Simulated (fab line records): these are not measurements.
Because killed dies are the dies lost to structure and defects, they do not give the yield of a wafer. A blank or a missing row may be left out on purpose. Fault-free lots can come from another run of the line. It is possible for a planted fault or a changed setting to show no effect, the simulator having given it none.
fab line records ; flow sky130
[record] lots = 14; wafers = 42; last_day = 50
route steps=708 shown NWELL@63 VT_ADJUST_LVTN@116 VT_ADJUST_PCH@150 PAD_OPEN@708
lots untouched by any fault: they come from a run of this same line in which no faults occurred
start_h: hours from the record's opening day to when the first of the lot's shown wafers began ; wait_h: hours since the lot's step before ; " identical to the entry in the row above ; L1.1+2: several wafers, shown together as one row ; - value missing, or start not given ; * or withheld: withheld ; < > ~ a bound
route shown NAME@n: NAME is a module with steps in the file, n the number in the route of the first one ; usual: mean/standard deviation taken from wafers without a fault ; same: alike in all rows ; chamber/n: place in a boat ; sites: readings site by site ; _std_site: how widely they spread, as a standard deviation ; _edge_site: the outer-site mean with the inner-site mean subtracted ; radius_mm: how far each site lies from the wafer's centre ; mask NAME#n: copy n ; behind: the last tool/chamber to shape the wafer ; hold: reason for holding the lot/hours on hold/outcome of the hold ; device: whichever transistor did not switch (one of n, p or np) ; end of line: tests of these same wafers at the route's end ; a step given without rows: its recipe and nothing more ; killed: dies lost to structure and defects at the first sort, not the wafer's yield ; map: a wafer's dies, marking killed ones x, the rest . and places with no die _
set.NAME: the run value of the setting; set.NAME@STEP: its run value at that earlier step ; model.NAME: the simulator's own value behind a step, which no gauge read
a sample of lots followed through the steps of the route, with each step as a table and each wafer as a row
services: a tool's chamber out of use, with start hour (start_h, from the record's first day; less than 0 if before it), hours out, and reason
[[steps]]
[step SKY_NWELL_OVL_MEAS_10]
[usual] NWELL_00_OVL = 0.0/1.5
lot.wafer;tool;chamber;start_h;wait_h;NWELL_00_OVL[nm]
L851.3;overlay-01;-;81.85;-;-1.8
L851.5;overlay-01;-;81.85;-;-1.5
L851.6;overlay-01;-;81.85;-;-2.2
L852.1;overlay-02;-;87.04;-;0.0
L852.3;overlay-02;-;87.04;-;-0.2
L852.6;overlay-02;-;87.04;-;-0.6
L853.2;overlay-01;-;94.73;-;0.3
L853.4;overlay-01;-;94.73;-;1.2
L853.5;overlay-01;-;94.73;-;1.5
L855.2;overlay-01;-;124.84;-;-1.9
L855.4;overlay-01;-;124.84;-;-1.6
L855.6;overlay-01;-;124.84;-;-1.8
L858.3;overlay-01;-;141.93;-;-1.8
L858.5;overlay-01;-;141.93;-;-0.6
L858.6;overlay-01;-;141.93;-;-1.5
L859.2;overlay-01;-;142.19;-;-1.4
L859.3;overlay-01;-;142.19;-;-1.2
L859.6;overlay-01;-;142.19;-;-1.1
L861.2;overlay-02;-;147.24;-;0.8
L861.3;overlay-02;-;147.24;-;2.0
L861.6;overlay-02;-;147.24;-;0.3
L862.3;overlay-02;-;147.95;-;1.6
L862.4;overlay-02;-;147.95;-;2.2
L862.5;overlay-02;-;147.95;-;2.0
L867.1;overlay-01;-;180.82;-;0.1
L867.2;overlay-01;-;180.82;-;-1.6
L867.5;overlay-01;-;180.82;-;0.4
L868.1;overlay-02;-;185.84;-;-1.3
L868.5;overlay-02;-;185.84;-;1.1
L868.6;overlay-02;-;185.84;-;1.3
L871.1;overlay-02;-;203.68;-;-1.7
L871.5;overlay-02;-;203.68;-;-0.3
L871.6;overlay-02;-;203.68;-;-1.3
L872.4;overlay-01;-;215.84;-;0.2
L872.5;overlay-01;-;215.84;-;-0.5
L872.6;overlay-01;-;215.84;-;1.0
L873.1;overlay-01;-;219.72;-;-1.0
L873.2;overlay-01;-;219.72;-;-1.0
L873.4;overlay-01;-;219.72;-;1.2
L874.4;overlay-01;-;221.35;-;1.3
L874.5;overlay-01;-;221.35;-;1.4
L874.6;overlay-01;-;221.35;-;2.4
[step SKY_NWELL_OVL_MEAS_23]
[usual] NWELL_01_OVL = 0.1/1.1
lot.wafer;tool;chamber;start_h;wait_h;NWELL_01_OVL[nm]
L851.3;overlay-02;-;99.78;-;0.6
L851.5;overlay-02;-;99.78;-;0.2
L851.6;overlay-02;-;99.78;-;0.1
L852.1;overlay-02;-;105.67;-;0.0
L852.3;overlay-02;-;105.67;-;0.7
L852.6;overlay-02;-;105.67;-;-0.3
L853.2;overlay-02;-;114.44;-;-1.7
L853.4;overlay-02;-;114.44;-;0.9
L853.5;overlay-02;-;114.44;-;-0.9
L855.2;overlay-02;-;145.19;-;2.1
L855.4;overlay-02;-;145.19;-;2.1
L855.6;overlay-02;-;145.19;-;2.9
L858.3;overlay-01;-;161.68;-;-0.5
L858.5;overlay-01;-;161.68;-;-0.4
L858.6;overlay-01;-;161.68;-;-2.0
L859.2;overlay-01;-;162.29;-;-0.6
L859.3;overlay-01;-;162.29;-;-0.2
L859.6;overlay-01;-;162.29;-;0.2
L861.2;overlay-02;-;167.73;-;-0.7
L861.3;overlay-02;-;167.73;-;-2.0
L861.6;overlay-02;-;167.73;-;-0.5
L862.3;overlay-01;-;168.40;-;1.6
L862.4;overlay-01;-;168.40;-;1.1
L862.5;overlay-01;-;168.40;-;1.1
L867.1;overlay-01;-;204.38;-;0.4
L867.2;overlay-01;-;204.38;-;1.0
L867.5;overlay-01;-;204.38;-;1.3
L868.1;overlay-01;-;209.49;-;2.2
L868.5;overlay-01;-;209.49;-;3.1
L868.6;overlay-01;-;209.49;-;2.0
L871.1;overlay-02;-;225.88;-;0.2
L871.5;overlay-02;-;225.88;-;-0.5
L871.6;overlay-02;-;225.88;-;0.0
L872.4;overlay-01;-;239.60;-;0.2
L872.5;overlay-01;-;239.60;-;-0.5
L872.6;overlay-01;-;239.60;-;-0.7
L873.1;overlay-02;-;243.82;-;0.3
L873.2;overlay-02;-;243.82;-;-0.1
L873.4;overlay-02;-;243.82;-;0.1
L874.4;overlay-01;-;245.15;-;-0.4
L874.5;overlay-01;-;245.15;-;-1.2
L874.6;overlay-01;-;245.15;-;-1.3
[step SKY_VT_ADJUST_LVTN_IMPLANT_19]
[recipe] species = B; energy_kev = 30; dose_cm2 = 6.5e+11; tilt_deg = withheld
[usual] beam_energy_keV = 29.999/0.0086
[same] implant_ion_amu = 11
lot.wafer;tool;chamber;start_h;wait_h;beam_energy_keV
L851.3;implanter-01;0;160.51;0.1;29.999
L851.5;implanter-01;0;160.51;0.1;29.996
L851.6;implanter-01;0;160.51;0.1;29.999
L852.1;implanter-03;0;166.01;0.0;29.990
L852.3;implanter-03;0;166.01;0.0;29.997
L852.6;implanter-03;0;166.01;0.0;29.999
L853.2;implanter-02;0;175.44;0.0;30.008
L853.4;implanter-02;0;175.44;0.0;30.012
L853.5;implanter-02;0;175.44;0.0;30.010
L855.2;implanter-01;0;208.90;0.0;30.000
L855.4;implanter-01;0;208.90;0.0;29.994
L855.6;implanter-01;0;208.90;0.0;29.996
L858.3;implanter-03;0;227.47;0.1;30.011
L858.5;implanter-03;0;227.47;0.1;29.993
L858.6;implanter-03;0;227.47;0.1;30.000
L859.2;implanter-03;0;228.10;0.0;29.998
L859.3;implanter-03;0;228.10;0.0;30.018
L859.6;implanter-03;0;228.10;0.0;30.017
L861.2;implanter-03;0;233.99;0.0;30.492
L861.3;implanter-03;0;233.99;0.0;30.510
L861.6;implanter-03;0;233.99;0.0;30.499
L862.3;implanter-03;0;234.47;0.1;30.484
L862.4;implanter-03;0;234.47;0.1;30.500
L862.5;implanter-03;0;234.47;0.1;30.499
L867.1;implanter-01;0;276.51;0.0;29.999
L867.2;implanter-01;0;276.51;0.0;29.997
L867.5;implanter-01;0;276.51;0.0;29.997
L868.1;implanter-01;0;283.67;0.0;30.006
L868.5;implanter-01;0;283.67;0.0;30.001
L868.6;implanter-01;0;283.67;0.0;29.993
L871.1;implanter-02;0;301.57;0.0;30.000
L871.5;implanter-02;0;301.57;0.0;29.986
L871.6;implanter-02;0;301.57;0.0;30.006
L872.4;implanter-02;0;317.69;0.1;30.009
L872.5;implanter-02;0;317.69;0.1;29.991
L872.6;implanter-02;0;317.69;0.1;29.991
L873.1;implanter-02;0;321.97;0.0;29.973
L873.2;implanter-02;0;321.97;0.0;29.978
L873.4;implanter-02;0;321.97;0.0;29.999
L874.4;implanter-02;0;323.94;0.1;30.015
L874.5;implanter-02;0;323.94;0.1;30.005
L874.6;implanter-02;0;323.94;0.1;29.993
[step SKY_VT_ADJUST_PCH_OVL_MEAS_07]
[usual] VT_ADJUST_PCH_OVL = 0.4/1.2
lot.wafer;tool;chamber;start_h;wait_h;VT_ADJUST_PCH_OVL[nm]
L851.3;overlay-02;-;226.24;-;0.2
L851.5;overlay-02;-;226.24;-;0.9
L851.6;overlay-02;-;226.24;-;0.0
L852.1;overlay-02;-;233.03;-;-0.5
L852.3;overlay-02;-;233.03;-;-0.3
L852.6;overlay-02;-;233.03;-;-0.8
L853.2;overlay-01;-;243.13;-;0.2
L853.4;overlay-01;-;243.13;-;-0.1
L853.5;overlay-01;-;243.13;-;1.9
L855.2;overlay-02;-;282.08;-;0.1
L855.4;overlay-02;-;282.08;-;1.1
L855.6;overlay-02;-;282.08;-;1.2
L858.3;overlay-02;-;302.88;-;0.5
L858.5;overlay-02;-;302.88;-;0.9
L858.6;overlay-02;-;302.88;-;-0.5
L859.2;overlay-02;-;303.93;-;-0.2
L859.3;overlay-02;-;303.93;-;-1.5
L859.6;overlay-02;-;303.93;-;0.6
L861.2;overlay-01;-;309.64;-;-0.3
L861.3;overlay-01;-;309.64;-;-0.5
L861.6;overlay-01;-;309.64;-;-1.3
L862.3;overlay-02;-;310.99;-;-0.7
L862.4;overlay-02;-;310.99;-;0.3
L862.5;overlay-02;-;310.99;-;2.1
L867.1;overlay-01;-;357.33;-;0.0
L867.2;overlay-01;-;357.33;-;-2.5
L867.5;overlay-01;-;357.33;-;-1.5
L868.1;overlay-02;-;364.38;-;1.9
L868.5;overlay-02;-;364.38;-;2.1
L868.6;overlay-02;-;364.38;-;2.3
L871.1;overlay-01;-;382.78;-;1.0
L871.5;overlay-01;-;382.78;-;3.2
L871.6;overlay-01;-;382.78;-;1.4
L872.4;overlay-01;-;400.50;-;-0.2
L872.5;overlay-01;-;400.50;-;-0.7
L872.6;overlay-01;-;400.50;-;-0.1
L873.1;overlay-02;-;405.12;-;1.4
L873.2;overlay-02;-;405.12;-;2.7
L873.4;overlay-02;-;405.12;-;3.4
L874.4;overlay-01;-;408.64;-;-0.1
L874.5;overlay-01;-;408.64;-;1.2
L874.6;overlay-01;-;408.64;-;-1.0
[step SKY_PAD_OPEN_PROBE_99]
[usual] killed_at_M0_to_M3 = 42/6.2; killed_at_M4_up = 3.0/1.8; killed_at_contacts = 25/5.9; killed_at_front_end = 15/4.5; killed_at_other = 0.2/0.45; killed_dies = 85/9.9; killed_open = 47/6.7; killed_short = 39/6.4
[same] gross_dies = 492; killed_at_back_side = 0
lot.wafer;tool;chamber;start_h;wait_h;killed_at_M0_to_M3;killed_at_M4_up;killed_at_contacts;killed_at_front_end;killed_at_other;killed_dies;killed_open;killed_short
L851.3;prober-01;-;1086.09;0.2;39;2;32;10;0;83;45;38
L851.5;prober-01;-;1086.19;0.2;44;3;17;15;2;81;46;35
L851.6;prober-01;-;1086.24;0.2;50;2;31;13;0;96;55;41
L852.1;prober-02;-;1088.05;0.1;42;2;33;6;2;85;44;41
L852.3;prober-02;-;1088.15;0.2;29;3;22;12;0;66;37;29
L852.6;prober-02;-;1088.30;0.2;33;2;30;9;0;74;37;37
L853.2;prober-01;-;1095.11;0.1;43;4;27;15;0;89;52;37
L853.4;prober-01;-;1095.21;0.2;35;4;20;17;0;76;41;35
L853.5;prober-01;-;1095.26;0.2;45;2;17;21;1;86;45;41
L855.2;prober-01;-;1131.14;0.1;38;3;27;16;1;85;37;48
L855.4;prober-01;-;1131.24;0.2;40;5;28;22;0;95;47;48
L855.6;prober-01;-;1131.34;0.2;44;1;32;13;0;90;44;46
L858.3;prober-02;-;1145.54;0.2;31;6;20;13;0;70;32;38
L858.5;prober-02;-;1145.64;0.2;45;3;26;19;1;94;48;46
L858.6;prober-02;-;1145.69;0.2;51;5;19;18;0;93;42;51
L859.2;prober-01;-;1148.89;0.1;40;2;13;17;1;73;33;40
L859.3;prober-01;-;1148.94;0.2;46;3;23;11;1;84;46;38
L859.6;prober-01;-;1149.09;0.2;46;3;23;10;0;82;42;40
L862.3;prober-01;-;1151.94;0.2;47;3;26;23;0;99;56;43
L862.4;prober-01;-;1151.99;0.2;39;1;28;16;0;84;51;33
L862.5;prober-01;-;1152.04;0.2;59;5;26;25;1;116;64;52
L867.1;prober-01;-;1182.99;0.1;46;3;41;13;0;103;52;51
L867.2;prober-01;-;1183.04;0.1;50;3;28;17;1;99;50;49
L867.5;prober-01;-;1183.19;0.2;43;5;31;20;0;99;55;44
L868.1;prober-02;-;1187.95;0.1;32;4;27;18;0;81;50;31
L868.5;prober-02;-;1188.15;0.2;42;3;27;7;0;79;44;35
L868.6;prober-02;-;1188.20;0.2;26;1;19;15;0;61;28;33
L871.1;prober-01;-;1192.29;0.1;39;5;33;16;0;93;55;38
L871.5;prober-01;-;1192.49;0.2;39;4;30;19;0;92;47;45
L871.6;prober-01;-;1192.54;0.2;45;2;30;16;0;93;51;42
L873.1;prober-02;-;1203.70;0.1;45;4;19;14;0;82;45;37
L873.2;prober-02;-;1203.75;0.1;40;3;18;18;0;79;41;38
L873.4;prober-02;-;1203.85;0.2;40;6;30;24;0;100;53;47
L872.4;prober-01;-;1204.73;0.2;45;2;21;21;0;89;46;43
L872.5;prober-01;-;1204.78;0.2;44;3;22;15;0;84;47;37
L872.6;prober-01;-;1204.83;0.2;49;4;27;18;0;98;48;50
L874.4;prober-02;-;1207.30;0.2;40;5;29;11;0;85;55;30
L874.5;prober-02;-;1207.35;0.2;39;2;22;12;0;75;44;31
L874.6;prober-02;-;1207.40;0.2;48;3;39;18;1;109;69;40
// killed by level:class
L851.3 CONTACT:geometric_particle:open=14 CONTACT:geometric_particle:short=8 VIA3:geometric_particle:open=8 VIA1:geometric_particle:open=6 METAL1:geometric_particle:short=6 LI_CONTACT:geometric_particle:open=5 POLY_GATE:geometric_particle:short=4 LOCAL_INTERCONNECT:geometric_particle:short=4
L851.5 VIA1:geometric_particle:open=12 VIA2:geometric_particle:open=9 VIA1:geometric_particle:short=6 POLY_GATE:geometric_particle:open=5 CONTACT:geometric_particle:short=5 METAL2:geometric_particle:short=5 LI_CONTACT:geometric_particle:open=4 LOCAL_INTERCONNECT:geometric_particle:short=4
L851.6 VIA3:geometric_particle:open=11 VIA1:geometric_particle:open=11 CONTACT:geometric_particle:open=10 LI_CONTACT:geometric_particle:open=8 CONTACT:geometric_particle:short=6 VIA1:geometric_particle:short=6 VIA3:geometric_particle:short=6 VIA2:geometric_particle:open=6
L852.1 CONTACT:geometric_particle:open=12 VIA1:geometric_particle:open=10 LI_CONTACT:geometric_particle:open=9 METAL2:geometric_particle:short=6 VIA3:geometric_particle:short=6 FIELD_ISO:geometric_particle:short=4 METAL1:geometric_particle:short=4 VIA2:geometric_particle:open=4
L852.3 LI_CONTACT:geometric_particle:open=7 VIA1:geometric_particle:open=7 CONTACT:geometric_particle:open=6 CONTACT:geometric_particle:short=5 VIA3:geometric_particle:open=5 FIELD_ISO:geometric_particle:short=4 VIA2:geometric_particle:open=4 VIA1:geometric_particle:short=4
L852.6 VIA1:geometric_particle:open=12 CONTACT:geometric_particle:short=9 LI_CONTACT:geometric_particle:open=7 CONTACT:geometric_particle:open=6 LI_CONTACT:geometric_particle:short=5 VIA1:geometric_particle:short=5 FIELD_ISO:geometric_particle:open=3 VIA3:geometric_particle:open=3
L853.2 LI_CONTACT:geometric_particle:open=12 VIA1:geometric_particle:open=12 CONTACT:geometric_particle:open=7 FIELD_ISO:geometric_particle:short=5 VIA2:geometric_particle:open=5 VIA1:geometric_particle:short=5 VIA3:geometric_particle:open=5 POLY_GATE:geometric_particle:short=4
L853.4 VIA1:geometric_particle:open=10 LI_CONTACT:geometric_particle:open=8 METAL1:geometric_particle:short=7 FIELD_ISO:geometric_particle:short=6 CONTACT:geometric_particle:open=5 FIELD_ISO:geometric_particle:open=4 VIA3:geometric_particle:short=4 POLY_GATE:geometric_particle:open=3
L853.5 VIA1:geometric_particle:open=17 FIELD_ISO:geometric_particle:short=8 VIA1:geometric_particle:short=8 CONTACT:geometric_particle:open=8 FIELD_ISO:geometric_particle:open=6 CONTACT:geometric_particle:short=4 METAL1:geometric_particle:short=4 VIA2:geometric_particle:short=4
L855.2 LI_CONTACT:geometric_particle:open=8 METAL2:geometric_particle:short=8 CONTACT:geometric_particle:open=7 FIELD_ISO:geometric_particle:short=5 LI_CONTACT:geometric_particle:short=5 VIA1:geometric_particle:short=5 VIA1:geometric_particle:open=5 METAL3:geometric_particle:short=4
L855.4 CONTACT:geometric_particle:open=12 VIA1:geometric_particle:open=10 FIELD_ISO:geometric_particle:short=8 VIA3:geometric_particle:open=6 CONTACT:geometric_particle:short=6 LI_CONTACT:geometric_particle:open=5 METAL2:geometric_particle:short=5 METAL4:geometric_particle:short=4
L855.6 LI_CONTACT:geometric_particle:open=10 VIA1:geometric_particle:short=8 CONTACT:geometric_particle:open=7 VIA1:geometric_particle:open=6 CONTACT:geometric_particle:short=6 VIA2:geometric_particle:open=6 VIA3:geometric_particle:open=6 LOCAL_INTERCONNECT:geometric_particle:short=5
L858.3 CONTACT:geometric_particle:open=7 VIA3:geometric_particle:open=6 CONTACT:geometric_particle:short=5 METAL1:geometric_particle:short=5 VIA1:geometric_particle:short=5 METAL2:geometric_particle:short=5 FIELD_ISO:geometric_particle:short=4 FIELD_ISO:geometric_particle:open=4
L858.5 VIA1:geometric_particle:open=13 CONTACT:geometric_particle:open=9 LOCAL_INTERCONNECT:geometric_particle:short=8 FIELD_ISO:geometric_particle:short=6 VIA1:geometric_particle:short=6 FIELD_ISO:geometric_particle:open=5 VIA2:geometric_particle:open=5 CONTACT:geometric_particle:short=4
L858.6 METAL2:geometric_particle:short=12 VIA1:geometric_particle:open=8 VIA3:geometric_particle:open=7 POLY_GATE:geometric_particle:short=6 CONTACT:geometric_particle:short=5 METAL1:geometric_particle:short=5 CONTACT:geometric_particle:open=4 LI_CONTACT:geometric_particle:open=4
L859.2 METAL1:geometric_particle:short=10 FIELD_ISO:geometric_particle:open=5 FIELD_ISO:geometric_particle:short=5 CONTACT:geometric_particle:open=5 VIA1:geometric_particle:open=5 VIA2:geometric_particle:open=5 LI_CONTACT:geometric_particle:open=4 VIA2:geometric_particle:short=4
L859.3 VIA1:geometric_particle:open=10 CONTACT:geometric_particle:open=8 METAL2:geometric_particle:short=8 VIA1:geometric_particle:short=6 FIELD_ISO:geometric_particle:open=5 VIA2:geometric_particle:open=5 METAL1:geometric_particle:short=5 LI_CONTACT:geometric_particle:open=4
L859.6 VIA1:geometric_particle:open=10 VIA3:geometric_particle:open=9 METAL2:geometric_particle:short=7 CONTACT:geometric_particle:short=7 LI_CONTACT:geometric_particle:open=6 METAL1:geometric_particle:short=6 CONTACT:geometric_particle:open=5 VIA2:geometric_particle:open=5
L862.3 VIA1:geometric_particle:open=13 CONTACT:geometric_particle:open=12 METAL2:geometric_particle:short=9 FIELD_ISO:geometric_particle:open=6 POLY_GATE:geometric_particle:open=6 LI_CONTACT:geometric_particle:open=6 VIA2:geometric_particle:short=5 VIA2:geometric_particle:open=5
L862.4 VIA1:geometric_particle:open=12 CONTACT:geometric_particle:open=11 LI_CONTACT:geometric_particle:open=8 VIA2:geometric_particle:open=6 METAL1:geometric_particle:short=5 POLY_GATE:geometric_particle:open=4 CONTACT:geometric_particle:short=4 FIELD_ISO:geometric_particle:open=3
L862.5 VIA3:geometric_particle:open=16 FIELD_ISO:geometric_particle:open=10 LI_CONTACT:geometric_particle:open=9 VIA1:geometric_particle:open=8 CONTACT:geometric_particle:open=6 METAL2:geometric_particle:short=6 VIA2:geometric_particle:open=6 CONTACT:geometric_particle:short=5
L867.1 CONTACT:geometric_particle:open=16 CONTACT:geometric_particle:short=9 LI_CONTACT:geometric_particle:open=8 FIELD_ISO:geometric_particle:short=7 VIA3:geometric_particle:open=6 VIA1:geometric_particle:open=6 LOCAL_INTERCONNECT:geometric_particle:short=5 METAL1:geometric_particle:short=5
L867.2 VIA1:geometric_particle:open=11 METAL1:geometric_particle:short=8 LOCAL_INTERCONNECT:geometric_particle:short=7 METAL2:geometric_particle:short=7 CONTACT:geometric_particle:open=6 FIELD_ISO:geometric_particle:open=5 LI_CONTACT:geometric_particle:open=5 CONTACT:geometric_particle:short=5
L867.5 LI_CONTACT:geometric_particle:open=10 CONTACT:geometric_particle:open=10 FIELD_ISO:geometric_particle:short=8 METAL2:geometric_particle:short=8 CONTACT:geometric_particle:short=6 METAL1:geometric_particle:open=6 POLY_GATE:geometric_particle:open=5 METAL2:geometric_particle:open=5
L868.1 LI_CONTACT:geometric_particle:open=10 CONTACT:geometric_particle:open=9 VIA1:geometric_particle:open=8 FIELD_ISO:geometric_particle:short=6 VIA2:geometric_particle:open=5 FIELD_ISO:geometric_particle:open=4 CONTACT:geometric_particle:short=4 METAL3:geometric_particle:short=4
L868.5 VIA1:geometric_particle:open=13 CONTACT:geometric_particle:open=9 VIA2:geometric_particle:open=7 METAL2:geometric_particle:short=7 LI_CONTACT:geometric_particle:open=6 CONTACT:geometric_particle:short=6 LI_CONTACT:geometric_particle:short=4 METAL1:geometric_particle:short=4
L868.6 VIA1:geometric_particle:open=6 FIELD_ISO:geometric_particle:short=5 LI_CONTACT:geometric_particle:short=5 LI_CONTACT:geometric_particle:open=5 POLY_GATE:geometric_particle:open=4 VIA3:geometric_particle:open=4 LOCAL_INTERCONNECT:geometric_particle:short=4 CONTACT:geometric_particle:open=4
L871.1 CONTACT:geometric_particle:open=12 VIA1:geometric_particle:open=11 VIA2:geometric_particle:open=10 LI_CONTACT:geometric_particle:open=8 LOCAL_INTERCONNECT:geometric_particle:short=6 METAL4:geometric_particle:short=5 FIELD_ISO:geometric_particle:short=4 LI_CONTACT:geometric_particle:short=4
L871.5 CONTACT:geometric_particle:open=11 FIELD_ISO:geometric_particle:short=8 VIA1:geometric_particle:open=8 VIA3:geometric_particle:open=8 CONTACT:geometric_particle:short=7 LOCAL_INTERCONNECT:geometric_particle:short=6 METAL2:geometric_particle:short=5 VIA2:geometric_particle:open=5
L871.6 VIA2:geometric_particle:open=11 LI_CONTACT:geometric_particle:open=10 VIA3:geometric_particle:open=10 CONTACT:geometric_particle:open=7 VIA1:geometric_particle:open=6 VIA1:geometric_particle:short=6 FIELD_ISO:geometric_particle:short=5 LOCAL_INTERCONNECT:geometric_particle:short=5
L873.1 VIA1:geometric_particle:open=11 CONTACT:geometric_particle:open=9 VIA1:geometric_particle:short=7 VIA2:geometric_particle:open=6 LOCAL_INTERCONNECT:geometric_particle:short=6 FIELD_ISO:geometric_particle:open=5 METAL2:geometric_particle:short=5 METAL2:geometric_particle:open=4
L873.2 VIA1:geometric_particle:open=13 POLY_GATE:geometric_particle:open=6 CONTACT:geometric_particle:open=6 VIA1:geometric_particle:short=6 LOCAL_INTERCONNECT:geometric_particle:short=5 FIELD_ISO:geometric_particle:short=4 POLY_GATE:geometric_particle:short=4 CONTACT:geometric_particle:short=4
L873.4 VIA1:geometric_particle:open=12 CONTACT:geometric_particle:open=10 VIA2:geometric_particle:open=9 LOCAL_INTERCONNECT:geometric_particle:short=6 CONTACT:geometric_particle:short=6 METAL4:geometric_particle:short=6 FIELD_ISO:geometric_particle:open=5 POLY_GATE:geometric_particle:short=5
L872.4 VIA3:geometric_particle:open=9 POLY_GATE:geometric_particle:open=8 CONTACT:geometric_particle:open=8 VIA1:geometric_particle:open=7 VIA2:geometric_particle:open=6 LOCAL_INTERCONNECT:geometric_particle:short=6 METAL2:geometric_particle:short=6 METAL3:geometric_particle:short=5
L872.5 CONTACT:geometric_particle:open=13 VIA1:geometric_particle:open=9 METAL1:geometric_particle:short=9 VIA2:geometric_particle:open=6 VIA1:geometric_particle:short=6 VIA3:geometric_particle:open=6 FIELD_ISO:geometric_particle:short=4 POLY_GATE:geometric_particle:short=4
L872.6 VIA1:geometric_particle:open=11 VIA3:geometric_particle:open=9 CONTACT:geometric_particle:short=8 VIA3:geometric_particle:short=7 CONTACT:geometric_particle:open=7 VIA1:geometric_particle:short=6 FIELD_ISO:geometric_particle:open=5 LI_CONTACT:geometric_particle:open=5
L874.4 CONTACT:geometric_particle:open=12 LI_CONTACT:geometric_particle:open=9 VIA1:geometric_particle:open=9 VIA3:geometric_particle:open=7 METAL2:geometric_particle:short=6 VIA1:geometric_particle:short=5 VIA2:geometric_particle:open=5 CONTACT:geometric_particle:short=4
L874.5 VIA2:geometric_particle:open=10 VIA1:geometric_particle:open=8 CONTACT:geometric_particle:open=8 LI_CONTACT:geometric_particle:open=6 VIA2:geometric_particle:short=5 FIELD_ISO:geometric_particle:short=4 METAL2:geometric_particle:short=4 VIA1:geometric_particle:short=4
L874.6 VIA2:geometric_particle:open=14 CONTACT:geometric_particle:open=12 VIA1:geometric_particle:open=11 LI_CONTACT:geometric_particle:open=9 CONTACT:geometric_particle:short=9 POLY_GATE:geometric_particle:open=7 FIELD_ISO:geometric_particle:open=5 METAL2:geometric_particle:short=5
[[services]]
tool;chamber;start_h;hours;kind
implanter-01;-;192.47;3.8;pm
implanter-03;-;201.83;1.1;repair
implanter-03;-;276.29;2.5;repair
implanter-03;-;303.25;2.5;repair
[[key]]
[first_sign] step = SKY_VT_ADJUST_LVTN_IMPLANT_19; reading = beam_energy_keV; direction = up; sigmas = 58; usual = *; struck = *
effect none on later readings
met_at SKY_VT_ADJUST_LVTN_IMPLANT_19
struck_lots L861,L862
rows_end L861.2,L861.3,L861.6
tester_left_out L862
not_acting_at SKY_NWELL_OVL_MEAS_10,SKY_NWELL_OVL_MEAS_23,SKY_VT_ADJUST_PCH_OVL_MEAS_07
onset_between 228.10 233.99
[fault] kind = process_parameter_drift; tool = implanter-03; chamber = -; onset_h = 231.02; steps = SKY_VT_ADJUST_LVTN_IMPLANT_19; channel = energy_kev; offset = *; shape = step; end_h = 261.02; acts_in = *; stated = *
// tester_left_out: of these lots the tester's yield and bins aren't shown, on N5 and GAA mostly nor the transistor test; their killed dies are dies lost to structure and defects alone, not to doping, threshold or leakage, so they don't give the yield
// rows_end: these wafers met a further fault down the route, and their rows from its step on are left out
